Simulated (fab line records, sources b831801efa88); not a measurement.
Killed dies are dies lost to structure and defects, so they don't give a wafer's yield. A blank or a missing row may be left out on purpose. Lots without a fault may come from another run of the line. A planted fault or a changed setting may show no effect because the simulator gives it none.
Chamber matching | flow sky130 | SKY_CAPM_CVD_00 on pecvd-02: 3 sister chambers
The step deposits SiO2, target thk 15.5 nm. 6 wafers are shown with their chamber, then 12 later ones without.

WAFERS WITH THEIR CHAMBER
wafer  | chamber | heater_power_w (W)
L090.6 | 2       | 672
L091.1 | 1       | 713
L091.5 | 1       | 722
L092.1 | 0       | 677
L092.4 | 2       | 681
L092.6 | 0       | 647

WAFERS WITHOUT THEIR CHAMBER
wafer  | heater_power_w (W)
L093.1 | 717
L093.3 | 596
L093.6 | 608
L095.4 | 662
L095.5 | 738
L095.6 | 624
L096.3 | 611
L096.4 | 742
L096.6 | 603
L097.2 | 641
L097.3 | 652
L097.5 | 637

WHICH CHAMBER EACH WENT THROUGH
wafer  | from the rows above     | in truth
L093.1 | 1                       | 1
L093.3 | can't be placed: 0 or 2 | 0
L093.6 | can't be placed: 0 or 2 | 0
L095.4 | can't be placed: 0 or 2 | 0
L095.5 | 1                       | 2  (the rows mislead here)
L095.6 | can't be placed: 0 or 2 | 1
L096.3 | can't be placed: 0 or 2 | 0
L096.4 | 1                       | 1
L096.6 | can't be placed: 0 or 2 | 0
L097.2 | can't be placed: 0 or 2 | 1
L097.3 | can't be placed: 0 or 2 | 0
L097.5 | can't be placed: 0 or 2 | 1
Placed correctly: 2 of 12. Can't be placed from these rows: 9 (the true chamber is among the candidates in 6). Placed wrongly: 1.
How it was worked out, from the rows above alone: a wafer's distance from a chamber is the root of the sum, over the readings, of the square of ((its reading less the chamber's mean) divided by the reading's scatter). The wafer belongs to the nearest chamber; if the next one is less than 2 further off, it can't be placed. A chamber's mean is the mean of its shown wafers. The scatter: the root of (the sum of the squares of (reading less its chamber's mean) over the shown wafers, divided by (wafers less chambers)).
